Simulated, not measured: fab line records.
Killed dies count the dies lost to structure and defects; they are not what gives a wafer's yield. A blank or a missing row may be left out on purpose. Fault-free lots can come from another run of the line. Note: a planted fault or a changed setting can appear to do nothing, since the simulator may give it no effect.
fab line records ; flow gf180mcu
record lots=13; wafers=39; lastDay=34
route steps=602 shown HV_LDD@183 NSD@243 PSD@252 CONTACT@288
lots with no fault: from the same line, run without faults
startH: hours from the record's first day to the start of the lot's first wafer shown ; waitH: time in hours since the lot's previous step ; " unchanged from the row above ; L1.1+2: a single row standing in for several wafers ; - no value, or no start given ; * or withheld: withheld ; < > ~ a bound
route shown NAME@n: a module of which the file shows steps, and the number in the route of the first ; usual: mean/standard deviation of fault-free wafers ; same: alike in all rows ; chamber/n: place in a boat ; sites: the reading at each site ; _std_site: their standard deviation ; _edge_site: mean of outer sites minus mean of inner sites ; radiusMm: how far each site lies from the wafer's centre ; mask NAME#n: copy n ; behind: tool/chamber where the wafer was last shaped ; hold: cause of the lot's hold/its duration in hours/its outcome ; device: the n, p or np transistor that did not switch ; end of line: tests run on the same wafers once the route is complete ; where a step has no rows: the recipe by itself ; killed: the dies lost at the first sort to structure and to defects; this is not the yield of the wafer ; map: dies across one wafer; x = killed, . = not, _ = none there
set.NAME: the setting as run; set.NAME@STEP: as run at that earlier step ; model.NAME: the simulator's own value behind a step, which no gauge read
one table for each step of the route and one row for each wafer, over a sample of lots
services: a tool's chamber out of use, with start hour (startH, from the record's first day; less than 0 if before it), hours out, and reason
## steps
# step GF_HV_LDD_CD_MEAS_07
# recipe targetCdNm=400
# usual cdNm=400.4/2.1
lot.wafer;tool;chamber;startH;waitH;cdNm
L848.2;cdSem-02;-;219.95;0.1;400.3
L848.3;cdSem-02;-;219.95;0.1;399.4
L848.6;cdSem-02;-;219.95;0.1;401.4
L850.1;cdSem-01;-;232.42;0.1;398.4
L850.5;cdSem-01;-;232.42;0.1;400.6
L850.6;cdSem-01;-;232.42;0.1;399.0
L854.3;cdSem-01;-;262.61;0.1;402.9
L854.4;cdSem-01;-;262.61;0.1;401.4
L854.5;cdSem-01;-;262.61;0.1;405.2
L855.3;cdSem-01;-;271.69;0.1;399.0
L855.5;cdSem-01;-;271.69;0.1;399.9
L855.6;cdSem-01;-;271.69;0.1;401.1
L858.3;cdSem-01;-;294.31;0.1;402.3
L858.5;cdSem-01;-;294.31;0.1;400.5
L858.6;cdSem-01;-;294.31;0.1;398.6
L859.1;cdSem-01;-;302.41;0.3;403.7
L859.3;cdSem-01;-;302.41;0.3;403.0
L859.6;cdSem-01;-;302.41;0.3;403.1
L860.1;cdSem-01;-;311.03;0.1;397.1
L860.5;cdSem-01;-;311.03;0.1;399.5
L860.6;cdSem-01;-;311.03;0.1;398.3
L861.1;cdSem-01;-;317.62;0.1;400.0
L861.5;cdSem-01;-;317.62;0.1;400.5
L861.6;cdSem-01;-;317.62;0.1;399.3
L864.3;cdSem-01;-;342.76;0.1;400.3
L864.5;cdSem-01;-;342.76;0.1;397.9
L864.6;cdSem-01;-;342.76;0.1;396.5
L865.4;cdSem-01;-;347.86;0.1;398.9
L865.5;cdSem-01;-;347.86;0.1;399.8
L865.6;cdSem-01;-;347.86;0.1;400.9
L868.2;cdSem-02;-;364.07;0.1;398.4
L868.5;cdSem-02;-;364.07;0.1;400.3
L868.6;cdSem-02;-;364.07;0.1;400.9
L867.1;cdSem-02;-;367.17;0.1;399.3
L867.3;cdSem-02;-;367.17;0.1;398.9
L867.5;cdSem-02;-;367.17;0.1;399.1
L869.2;cdSem-02;-;376.25;0.1;399.2
L869.5;cdSem-02;-;376.25;0.1;402.2
L869.6;cdSem-02;-;376.25;0.1;397.4
# step GF_NSD_OVL_MEAS_08
# usual NSD_OVL=-1.2/1.5
lot.wafer;tool;chamber;startH;waitH;NSD_OVL[nm]
L848.2;overlay-01;-;299.41;0.1;0.8
L848.3;overlay-01;-;299.41;0.1;1.4
L848.6;overlay-01;-;299.41;0.1;0.8
L850.1;overlay-02;-;312.87;0.1;-1.5
L850.5;overlay-02;-;312.87;0.1;-0.7
L850.6;overlay-02;-;312.87;0.1;-2.1
L854.3;overlay-02;-;346.76;0.1;0.7
L854.4;overlay-02;-;346.76;0.1;0.5
L854.5;overlay-02;-;346.76;0.1;-0.7
L855.3;overlay-01;-;356.80;0.1;-0.2
L855.5;overlay-01;-;356.80;0.1;-0.4
L855.6;overlay-01;-;356.80;0.1;-0.9
L858.3;overlay-01;-;386.97;0.1;-1.6
L858.5;overlay-01;-;386.97;0.1;-0.3
L858.6;overlay-01;-;386.97;0.1;1.7
L859.1;overlay-01;-;393.32;0.1;0.2
L859.3;overlay-01;-;393.32;0.1;-2.2
L859.6;overlay-01;-;393.32;0.1;-5.2
L860.1;overlay-02;-;400.62;0.1;-1.3
L860.5;overlay-02;-;400.62;0.1;-1.4
L860.6;overlay-02;-;400.62;0.1;-1.2
L861.1;overlay-02;-;414.15;0.1;-1.4
L861.5;overlay-02;-;414.15;0.1;0.0
L861.6;overlay-02;-;414.15;0.1;-1.3
L864.3;overlay-01;-;440.29;0.1;-1.7
L864.5;overlay-01;-;440.29;0.1;0.9
L864.6;overlay-01;-;440.29;0.1;-2.4
L865.4;overlay-02;-;445.65;0.1;-1.9
L865.5;overlay-02;-;445.65;0.1;-0.3
L865.6;overlay-02;-;445.65;0.1;0.1
L868.2;overlay-01;-;462.27;0.1;1.4
L868.5;overlay-01;-;462.27;0.1;3.5
L868.6;overlay-01;-;462.27;0.1;1.5
L867.1;overlay-01;-;466.13;0.1;-1.1
L867.3;overlay-01;-;466.13;0.1;-1.4
L867.5;overlay-01;-;466.13;0.1;-2.0
L869.2;overlay-02;-;474.36;0.1;0.2
L869.5;overlay-02;-;474.36;0.1;-1.9
L869.6;overlay-02;-;474.36;0.1;-0.4
# step GF_PSD_EXPOSE_04
# recipe maskId=Pplus; targetCdNm=400; na=0.6; sourceShape=conventional; sigmaOuter=0.6; doseMj=140
# same sigmaOuter=0.6
lot.wafer;tool;chamber;startH;waitH;mask
L848.2+3+6;ilineStepper-02;0;309.94;-;Pplus#0
L850.1+5+6;ilineStepper-02;0;322.46;-;Pplus#0
L854.3+4+5;ilineStepper-01;0;358.36;-;Pplus#0
L855.3+5+6;ilineStepper-02;0;368.00;-;Pplus#0
L858.3+5+6;ilineStepper-01;0;397.30;-;Pplus#0
L859.1+3+6;ilineStepper-02;0;405.29;-;Pplus#0
L860.1+5+6;ilineStepper-01;0;413.02;-;Pplus#0
L861.1+5+6;ilineStepper-01;0;426.15;-;Pplus#0
L864.3+5+6;ilineStepper-01;0;452.55;-;Pplus#0
L865.4+5+6;ilineStepper-01;0;458.37;-;Pplus#0
L868.2+5+6;ilineStepper-01;0;474.09;-;Pplus_R1#0
L867.1+3+5;ilineStepper-01;0;479.40;-;Pplus#0
L869.2+5+6;ilineStepper-02;0;487.74;-;Pplus#0
# step GF_PSD_CD_MEAS_07
# recipe targetCdNm=400
# usual cdNm=400.2/2.3
lot.wafer;tool;chamber;startH;waitH;hold;cdNm
L848.2;cdSem-01;-;319.27;0.1;-;399.0
L848.3;cdSem-01;-;319.27;0.1;-;399.1
L848.6;cdSem-01;-;319.27;0.1;-;399.7
L850.1;cdSem-01;-;333.20;0.1;-;397.1
L850.5;cdSem-01;-;333.20;0.1;-;397.9
L850.6;cdSem-01;-;333.20;0.1;-;397.7
L854.3;cdSem-02;-;368.81;0.1;-;399.9
L854.4;cdSem-02;-;368.81;0.1;-;399.1
L854.5;cdSem-02;-;368.81;0.1;-;399.0
L855.3;cdSem-02;-;378.65;0.1;-;399.8
L855.5;cdSem-02;-;378.65;0.1;-;400.1
L855.6;cdSem-02;-;378.65;0.1;-;401.5
L858.3;cdSem-02;-;409.04;0.1;-;398.3
L858.5;cdSem-02;-;409.04;0.1;-;398.9
L858.6;cdSem-02;-;409.04;0.1;-;399.0
L859.1;cdSem-02;-;416.86;0.1;-;398.2
L859.3;cdSem-02;-;416.86;0.1;-;398.3
L859.6;cdSem-02;-;416.86;0.1;-;399.8
L860.1;cdSem-01;-;423.85;0.1;-;397.1
L860.5;cdSem-01;-;423.85;0.1;-;397.1
L860.6;cdSem-01;-;423.85;0.1;-;397.4
L861.1;cdSem-01;-;438.30;0.1;-;400.3
L861.5;cdSem-01;-;438.30;0.1;-;399.5
L861.6;cdSem-01;-;438.30;0.1;-;396.7
L864.3;cdSem-02;-;465.24;0.1;-;405.1
L864.5;cdSem-02;-;465.24;0.1;-;405.8
L864.6;cdSem-02;-;465.24;0.1;-;403.8
L865.4;cdSem-01;-;470.47;0.1;-;399.5
L865.5;cdSem-01;-;470.47;0.1;-;397.8
L865.6;cdSem-01;-;470.47;0.1;-;397.5
L868.2;cdSem-02;-;486.35;0.2;awaitDispo/0.2h/release;318.3
L868.5;cdSem-02;-;486.35;0.2;awaitDispo/0.2h/release;317.1
L868.6;cdSem-02;-;486.35;0.2;awaitDispo/0.2h/release;318.0
L868.2;cdSem-02;-;486.70;0.3;-;318.2
L868.5;cdSem-02;-;486.70;0.3;-;317.2
L868.6;cdSem-02;-;486.70;0.3;-;317.8
L867.1;cdSem-02;-;491.05;0.1;-;401.0
L867.3;cdSem-02;-;491.05;0.1;-;401.6
L867.5;cdSem-02;-;491.05;0.1;-;400.6
L869.2;cdSem-02;-;498.77;0.1;-;399.8
L869.5;cdSem-02;-;498.77;0.1;-;397.6
L869.6;cdSem-02;-;498.77;0.1;-;398.7
# step GF_CONTACT_THK_MEAS_01
# recipe reads=SiO2_of_CONTACT_CVD_00
# usual CONTACT_CVD_00_THK=301/3.1
lot.wafer;tool;chamber;startH;waitH;CONTACT_CVD_00_THK[nm]
L848.2;filmMetro-02;-;341.99;0.0;297
L848.3;filmMetro-02;-;341.99;0.0;303
L848.6;filmMetro-02;-;341.99;0.0;301
L850.1;filmMetro-02;-;356.18;0.0;303
L850.5;filmMetro-02;-;356.18;0.0;300
L850.6;filmMetro-02;-;356.18;0.0;300
L854.3;filmMetro-04;-;393.60;0.0;301
L854.4;filmMetro-04;-;393.60;0.0;300
L854.5;filmMetro-04;-;393.60;0.0;299
L855.3;filmMetro-01;-;403.06;0.0;301
L855.5;filmMetro-01;-;403.06;0.0;302
L855.6;filmMetro-01;-;403.06;0.0;299
L858.3;filmMetro-02;-;434.92;0.0;298
L858.5;filmMetro-02;-;434.92;0.0;301
L858.6;filmMetro-02;-;434.92;0.0;301
L859.1;filmMetro-01;-;442.55;0.0;305
L859.3;filmMetro-01;-;442.55;0.0;301
L859.6;filmMetro-01;-;442.55;0.0;305
L860.1;filmMetro-04;-;449.64;0.0;301
L860.5;filmMetro-04;-;449.64;0.0;307
L860.6;filmMetro-04;-;449.64;0.0;305
L861.1;filmMetro-01;-;464.23;0.0;301
L861.5;filmMetro-01;-;464.23;0.0;301
L861.6;filmMetro-01;-;464.23;0.0;300
L864.3;filmMetro-01;-;490.90;0.0;303
L864.5;filmMetro-01;-;490.90;0.0;305
L864.6;filmMetro-01;-;490.90;0.0;302
L865.4;filmMetro-04;-;496.16;0.0;299
L865.5;filmMetro-04;-;496.16;0.0;302
L865.6;filmMetro-04;-;496.16;0.0;300
L868.2;filmMetro-04;-;511.65;0.0;298
L868.5;filmMetro-04;-;511.65;0.0;303
L868.6;filmMetro-04;-;511.65;0.0;303
L867.1;filmMetro-02;-;517.00;0.0;300
L867.3;filmMetro-02;-;517.00;0.0;307
L867.5;filmMetro-02;-;517.00;0.0;302
L869.2;filmMetro-01;-;523.87;0.0;294
L869.5;filmMetro-01;-;523.87;0.0;297
L869.6;filmMetro-01;-;523.87;0.0;299
## services
tool;chamber;startH;hours;kind
ilineStepper-01;0;306.30;-;calibration
ilineStepper-02;-;327.51;8.2;repair
ilineStepper-02;-;348.40;2.6;repair
ilineStepper-02;-;357.42;1.7;pm
ilineStepper-02;0;417.63;-;calibration
ilineStepper-01;-;449.10;1.7;pm
ilineStepper-02;-;450.94;9.8;repair
ilineStepper-01;-;483.56;20.0;repair
## key
firstSign step=GF_PSD_EXPOSE_04; reading=mask; direction=changed
effect step=GF_PSD_CD_MEAS_07; reading=visit; direction=added
effect step=GF_PSD_CD_MEAS_07; reading=cdNm; direction=down; sigmas=36; usual=400.2; struck=317.8
metAt GF_PSD_EXPOSE_04
struckLots L868
testerLeftOut L868
notActingAt GF_HV_LDD_CD_MEAS_07,GF_NSD_OVL_MEAS_08,GF_CONTACT_THK_MEAS_01
onsetBetween 458.37 474.09
fault kind=wrongMask; tool=any; chamber=-; onsetH=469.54; steps=GF_PSD_EXPOSE_04; auxCopy=Pplus_R1#0; cdOffsetNm=-80; scope=struckLotsOnly
# testerLeftOut: of these lots the tester's yield and bins aren't shown, on N5 and GAA mostly nor the transistor test; their killed dies are dies lost to structure and defects alone, not to doping, threshold or leakage, so they don't give the yield
